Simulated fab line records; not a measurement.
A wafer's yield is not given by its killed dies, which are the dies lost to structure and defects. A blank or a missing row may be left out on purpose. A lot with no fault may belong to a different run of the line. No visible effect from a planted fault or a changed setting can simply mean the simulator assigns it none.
What tool caused it? ; flow sky130 ; 42 wafers from 14 lots sampled at 5 of the route's 708 steps

WHAT EACH GAUGE READ, for each wafer
SKY_LDD_LDN_TW_MEAS_13. Usual: LDD_LDN_TW gives 1470 (standard deviation 12).
lot;measured;on;LDD_LDN_TW;flag
L724;day 23 15:02;film metro-04;1477 1477 1475;
L725;day 23 16:25;film metro-03;1447 1459 1449;
L726;day 23 23:31;film metro-03;1452 1460 1454;
L728;day 24 20:09;film metro-02;1477 1482 1488;
L730;day 25 06:43;film metro-04;1470 1465 1472;
L731;day 25 17:42;film metro-02;1496 1493 1489;
L732;day 25 20:22;film metro-02;1476 1489 1495;
L734;day 26 13:33;film metro-02;1481 1485 1482;
L735;day 26 23:08;film metro-02;1492 1485 1483;
L737;day 27 07:01;film metro-03;1457 1464 1454;
L742;day 29 08:17;film metro-04;1345 1352 1346 1348 1341 1345;OFF
L743;day 29 16:03;film metro-04;1349 1346 1341 1349 1344 1342;OFF
L746;day 30 13:19;film metro-04;1470 1473 1472;
L747;day 30 16:40;film metro-04;1475 1474 1476;

SKY_METAL1_RS_MEAS_05: measurement is done with a four-point probe. Usual: METAL1_ALCU_RS gives 0.1270 ohm/sq (standard deviation 0.0019).
lot;measured;on;METAL1_ALCU_RS (ohm/sq);flag
L724;day 32 07:13;film metro-01;0.1283 0.1294 0.1294;
L725;day 32 07:48;film metro-01;0.1271 0.1262 0.1270;
L726;day 32 12:14;film metro-01;0.1237 0.1269 0.1247;
L728;day 33 08:39;film metro-04;0.1291 0.1267 0.1279;
L730;day 33 17:27;film metro-02;0.1298 0.1286 0.1274;
L731;day 34 02:58;film metro-04;0.1240 0.1218 0.1251;
L732;day 34 04:24;film metro-04;0.1281 0.1288 0.1287;
L734;day 34 21:04;film metro-04;0.1227 0.1259 0.1261;
L735;day 35 07:07;film metro-01;0.1294 0.1286 0.1282;
L737;day 35 14:36;film metro-02;0.1279 0.1280 0.1270;
L746;day 38 13:47;film metro-01;0.1250 0.1264 0.1253;
L747;day 38 15:47;film metro-01;0.1273 0.1288 0.1296;

WHAT TOOL EACH LOT RAN ON (gives the tool, then ch and the chambers of the sampled wafers, and finally the start)
lot;SKY_LDD_LDN_IMPLANT_10;SKY_CONTACT_ETCH_17;SKY_METAL1_SPUTTER_03
L724;implanter-01 ch 0, day 23 14:40;rie diel-02 ch 0,1,3, day 32 05:30;pvd sputter-04, day 32 07:08
L725;implanter-04 ch 0, day 23 16:01;rie diel-02 ch 0,1,3, day 32 06:11;pvd sputter-03, day 32 07:44
L726;implanter-04 ch 0, day 23 23:08;rie diel-02 ch 1,2,3, day 32 10:44;pvd sputter-03, day 32 12:08
L728;implanter-01 ch 0, day 24 19:45;rie diel-03 ch 0,2,3, day 33 07:09;pvd sputter-01, day 33 08:35
L730;implanter-04 ch 0, day 25 06:19;rie diel-03 ch 0,1,3, day 33 15:57;pvd sputter-01, day 33 17:23
L731;implanter-02 ch 0, day 25 17:16;rie diel-02 ch 2,3, day 34 01:27;pvd sputter-03, day 34 02:53
L732;implanter-02 ch 0, day 25 19:59;rie diel-01 ch 1,2, day 34 02:54;pvd sputter-01, day 34 04:19
L734;implanter-04 ch 0, day 26 13:11;rie diel-01 ch 2,3, day 34 19:30;pvd sputter-03, day 34 20:57
L735;implanter-02 ch 0, day 26 22:44;rie diel-02 ch 1,2,3, day 35 05:39;pvd sputter-01, day 35 07:04
L737;implanter-01 ch 0, day 27 06:37;rie diel-01 ch 1,2,3, day 35 13:08;pvd sputter-01, day 35 14:32
L742;implanter-04, day 29 07:49;-;-
L743;implanter-01, day 29 15:41;-;-
L746;implanter-02 ch 0, day 30 12:56;rie diel-02 ch 0,1,2, day 38 12:17;pvd sputter-01, day 38 13:41
L747;implanter-01 ch 0, day 30 16:16;rie diel-03 ch 0,1, day 38 14:18;pvd sputter-03, day 38 15:43
- SKY_LDD_LDN_IMPLANT_10
- SKY_CONTACT_ETCH_17: etches SiO2 in C4F8/O2/Ar, stops on Si3N4, target depth 340 nm.
- SKY_METAL1_SPUTTER_03: material Ti, target thk 5 nm, time 3.3 s.

WHAT THE TOOLS THEMSELVES READ (means of the sampled wafers that have a number; where no wafer has one, the mark that the record gives instead)
SKY_LDD_LDN_IMPLANT_10. Usual: beam energy keV 15.000, standard deviation 0.0047; beam on s 9.98 s, standard deviation 0.19.
lot;tool;beam energy keV;beam on s (s);flag
L724;implanter-01;14.992;10.04;
L725;implanter-04;14.998;10.14;
L726;implanter-04;15.004;9.80;
L728;implanter-01;15.000;9.98;
L730;implanter-04;15.004;10.04;
L731;implanter-02;15.004;9.90;
L732;implanter-02;14.999;9.90;
L734;implanter-04;15.002;10.12;
L735;implanter-02;15.002;9.92;
L737;implanter-01;14.995;10.16;
L742;implanter-04;-;-;OFF
L743;implanter-01;-;-;OFF
L746;implanter-02;14.996;10.02;
L747;implanter-01;15.003;10.17;

SKY_CONTACT_ETCH_17. Usual: 0.893 a.u. for oes product au, sd 0.0051.
lot;tool;oes product au (a.u.);flag
L724;rie diel-02;0.895;
L725;rie diel-02;0.888;
L726;rie diel-02;0.898;
L728;rie diel-03;0.893;
L730;rie diel-03;0.889;
L731;rie diel-02;0.901;
L732;rie diel-01;0.885;
L734;rie diel-01;0.893;
L735;rie diel-02;0.899;
L737;rie diel-01;0.893;
L746;rie diel-02;0.893;
L747;rie diel-03;0.892;

SKY_METAL1_SPUTTER_03. Usual: 29.8 % for throttle valve pct, sd 1.2.
lot;tool;throttle valve pct (%);flag
L724;pvd sputter-04;31.1;
L725;pvd sputter-03;29.2;
L726;pvd sputter-03;28.5;
L728;pvd sputter-01;30.5;
L730;pvd sputter-01;30.7;
L731;pvd sputter-03;29.5;
L732;pvd sputter-01;30.3;
L734;pvd sputter-03;29.9;
L735;pvd sputter-01;30.2;
L737;pvd sputter-01;30.6;
L746;pvd sputter-01;30.8;
L747;pvd sputter-03;28.9;

THE ANSWER, worked out from the rows above alone
Rule: a lot is off if the mean of its wafers that have a number lies more than 3 standard deviations from the usual mean. Also off: a lot with no number at a reading for which 4 or more lots have one. The other lots that the step has rows for count as sound. First the gauges in route order, then the tools' own readings, where a lot's mean is used as printed above. The first step at which some lot is off is used, and at that step the reading that is off furthest; a lot without a number counts as furthest.
Off: at SKY_LDD_LDN_TW_MEAS_13 (LDD_LDN_TW), L742, L743.
A tool fits if, at a process step before that reading, it ran every lot that is off, and no sound lot after the first of them. Not tried: the gauges at SKY_LDD_LDN_TW_MEAS_13; whatever is off there is also off at SKY_LDD_LDN_IMPLANT_10, on other tools, and gauge error can't account for it. No candidate that was tried fits.

WHAT THE SIMULATOR HAD PUT IN
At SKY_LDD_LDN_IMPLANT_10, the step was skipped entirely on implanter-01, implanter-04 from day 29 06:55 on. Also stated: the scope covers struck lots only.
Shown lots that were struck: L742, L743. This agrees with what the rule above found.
